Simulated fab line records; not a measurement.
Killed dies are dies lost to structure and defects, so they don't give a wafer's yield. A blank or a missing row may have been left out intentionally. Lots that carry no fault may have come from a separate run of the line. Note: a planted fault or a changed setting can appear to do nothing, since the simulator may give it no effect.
What tool caused it? :: flow sky130 :: 12 lots, 36 wafers sampled, at 6 steps of a route of 708

WHAT EACH GAUGE READ, for each wafer
SKY_VIA4_BOW_MEAS_03.
lot: L075
measured: day 41 19:20
on: film metro-01
VIA4_BOW (um): 83 98 95

lot: L077
measured: day 42 15:25
on: film metro-04
VIA4_BOW (um): 77 73 72

lot: L079
measured: day 43 11:21
on: film metro-02
VIA4_BOW (um): 88 80 88

lot: L081
measured: day 43 20:25
on: film metro-02
VIA4_BOW (um): 78 89 60

lot: L083
measured: day 44 19:45
on: film metro-02
VIA4_BOW (um): 93 92 76

lot: L084
measured: day 45 02:05
on: film metro-02
VIA4_BOW (um): 84 78 82

lot: L087
measured: day 45 14:55
on: film metro-01
VIA4_BOW (um): 96 98 101

lot: L089
measured: day 46 02:49
on: film metro-01
VIA4_BOW (um): 88 81 89

lot: L091
measured: day 46 14:07
on: film metro-01
VIA4_BOW (um): 85 93 100

lot: L093
measured: day 46 21:38
on: film metro-02
VIA4_BOW (um): 75 77 79

lot: L095
measured: day 47 03:16
on: film metro-02
VIA4_BOW (um): 97 82 76

lot: L097
measured: day 48 01:17
on: film metro-01
VIA4_BOW (um): 73 66 72

WHICH TOOL RAN EACH LOT (tool, then ch and the chambers of the sampled wafers, then the start)
lot: L075
SKY_CAPM_SPUTTER_02: pvd sputter-04, day 36 08:14
SKY_CAPM_METAL_ETCH_13: rie metal-04 ch 0,1, day 37 10:32
SKY_VIA3_CVD_21: cvd w-01 ch 0,1, day 39 16:03
SKY_VIA3_CMP_24: cmp-01 ch 0,2,3, day 39 16:28
SKY_METAL4_ETCH_17: rie diel-01 ch 0,1,3, day 41 17:54

lot: L077
SKY_CAPM_SPUTTER_02: pvd sputter-03, day 37 06:19
SKY_CAPM_METAL_ETCH_13: rie metal-04 ch 0,1, day 38 08:00
SKY_VIA3_CVD_21: cvd w-01 ch 0,1, day 40 12:56
SKY_VIA3_CMP_24: cmp-01 ch 0,1, day 40 13:17
SKY_METAL4_ETCH_17: rie diel-02 ch 0,1, day 42 14:01

lot: L079
SKY_CAPM_SPUTTER_02: pvd sputter-03, day 38 05:45
SKY_CAPM_METAL_ETCH_13: rie metal-02 ch 0,1, day 39 06:13
SKY_VIA3_CVD_21: cvd w-01 ch 0,1, day 41 09:51
SKY_VIA3_CMP_24: cmp-01 ch 2,3, day 41 10:09
SKY_METAL4_ETCH_17: rie diel-01 ch 0,1,2, day 43 09:58

lot: L081
SKY_CAPM_SPUTTER_02: pvd sputter-04, day 38 15:10
SKY_CAPM_METAL_ETCH_13: rie metal-03 ch 0,1, day 39 15:21
SKY_VIA3_CVD_21: cvd w-01 ch 1, day 41 18:50
SKY_VIA3_CMP_24: cmp-01 ch 1,2,3, day 41 19:16
SKY_METAL4_ETCH_17: rie diel-02 ch 0,1,2, day 43 18:58

lot: L083
SKY_CAPM_SPUTTER_02: pvd sputter-02, day 39 15:19
SKY_CAPM_METAL_ETCH_13: rie metal-04 ch 0,1, day 40 15:54
SKY_VIA3_CVD_21: cvd w-01 ch 0,1, day 42 18:41
SKY_VIA3_CMP_24: cmp-01 ch 1,2,3, day 42 18:59
SKY_METAL4_ETCH_17: rie diel-02 ch 0,1,3, day 44 18:24

lot: L084
SKY_CAPM_SPUTTER_02: pvd sputter-04, day 39 23:02
SKY_CAPM_METAL_ETCH_13: rie metal-03 ch 0,1, day 40 23:28
SKY_VIA3_CVD_21: cvd w-01 ch 0,1, day 43 02:11
SKY_VIA3_CMP_24: cmp-01 ch 1,2,3, day 43 02:36
SKY_METAL4_ETCH_17: rie diel-03 ch 0,2,3, day 45 00:33

lot: L087
SKY_CAPM_SPUTTER_02: pvd sputter-04, day 40 16:07
SKY_CAPM_METAL_ETCH_13: rie metal-02 ch 1, day 41 15:42
SKY_VIA3_CVD_21: cvd w-01 ch 1, day 43 17:06
SKY_VIA3_CMP_24: cmp-01 ch 0,1,3, day 43 17:24
SKY_METAL4_ETCH_17: rie diel-03 ch 0,2, day 45 13:34

lot: L089
SKY_CAPM_SPUTTER_02: pvd sputter-02, day 41 04:36
SKY_CAPM_METAL_ETCH_13: rie metal-02 ch 0,1, day 42 04:16
SKY_VIA3_CVD_21: cvd w-01 ch 0,1, day 44 05:08
SKY_VIA3_CMP_24: cmp-02 ch 0,2,3, day 44 05:26
SKY_METAL4_ETCH_17: rie diel-03 ch 0,1,3, day 46 01:25

lot: L091
SKY_CAPM_SPUTTER_02: pvd sputter-04, day 41 17:49
SKY_CAPM_METAL_ETCH_13: rie metal-04 ch 0,1, day 42 16:52
SKY_VIA3_CVD_21: cvd w-02 ch 0,1, day 44 17:21
SKY_VIA3_CMP_24: cmp-01 ch 0,1, day 44 17:39
SKY_METAL4_ETCH_17: rie diel-02 ch 1,2, day 46 12:46

lot: L093
SKY_CAPM_SPUTTER_02: pvd sputter-02, day 42 01:19
SKY_CAPM_METAL_ETCH_13: rie metal-03 ch 0,1, day 42 23:46
SKY_VIA3_CVD_21: cvd w-02 ch 0,1, day 45 01:07
SKY_VIA3_CMP_24: cmp-02 ch 0,3, day 45 01:25
SKY_METAL4_ETCH_17: rie diel-03 ch 0,2, day 46 20:16

lot: L095
SKY_CAPM_SPUTTER_02: pvd sputter-03, day 42 08:28
SKY_CAPM_METAL_ETCH_13: rie metal-04 ch 0,1, day 43 07:28
SKY_VIA3_CVD_21: cvd w-01 ch 0,1, day 45 06:48
SKY_VIA3_CMP_24: cmp-02 ch 0,2,3, day 45 07:14
SKY_METAL4_ETCH_17: rie diel-03 ch 0,1, day 47 01:33

lot: L097
SKY_CAPM_SPUTTER_02: pvd sputter-04, day 43 10:51
SKY_CAPM_METAL_ETCH_13: rie metal-02 ch 0,1, day 44 08:49
SKY_VIA3_CVD_21: cvd w-02 ch 0,1, day 46 06:25
SKY_VIA3_CMP_24: cmp-02 ch 1,2,3, day 46 06:43
SKY_METAL4_ETCH_17: rie diel-01 ch 0,1,2, day 47 23:52
- SKY_CAPM_SPUTTER_02: material TiN, target thk 200 nm, time 166.7 s.
- SKY_CAPM_METAL_ETCH_13: etches TiN in Cl2/BCl3, stops on SiO2, target depth 220 nm, time 62.9 s.
- SKY_VIA3_CVD_21: deposits W, target thk 390 nm, time 117.31 s.
- SKY_VIA3_CMP_24: polishes, stops on SiO2, t overpolish 20 s, target thk 0 nm.
- SKY_METAL4_ETCH_17: etches SiO2 in C4F8/O2/Ar, stops on TiN, time 3.9 s, target depth 15 nm.

THE ANSWER, worked out from the rows above alone
Rule: the usual values come from the lots themselves. Put in order of their means at a reading, lots are off if they are a third of the lots or fewer, leave a main group of 4 or more, and stand apart from it by a gap of 3 or more times the standard deviation of the main group's means; of several such gaps the widest counts. The tables above print the reading to a certain number of digits; a main group whose means all agree to those digits is not used. A lot without any number at a reading at which 4 lots or more have one is off too. The other lots that the step has rows for count as sound.
None of the lots is off at any reading shown; this tells nothing.

WHAT HAD BEEN PUT IN BY THE SIMULATOR
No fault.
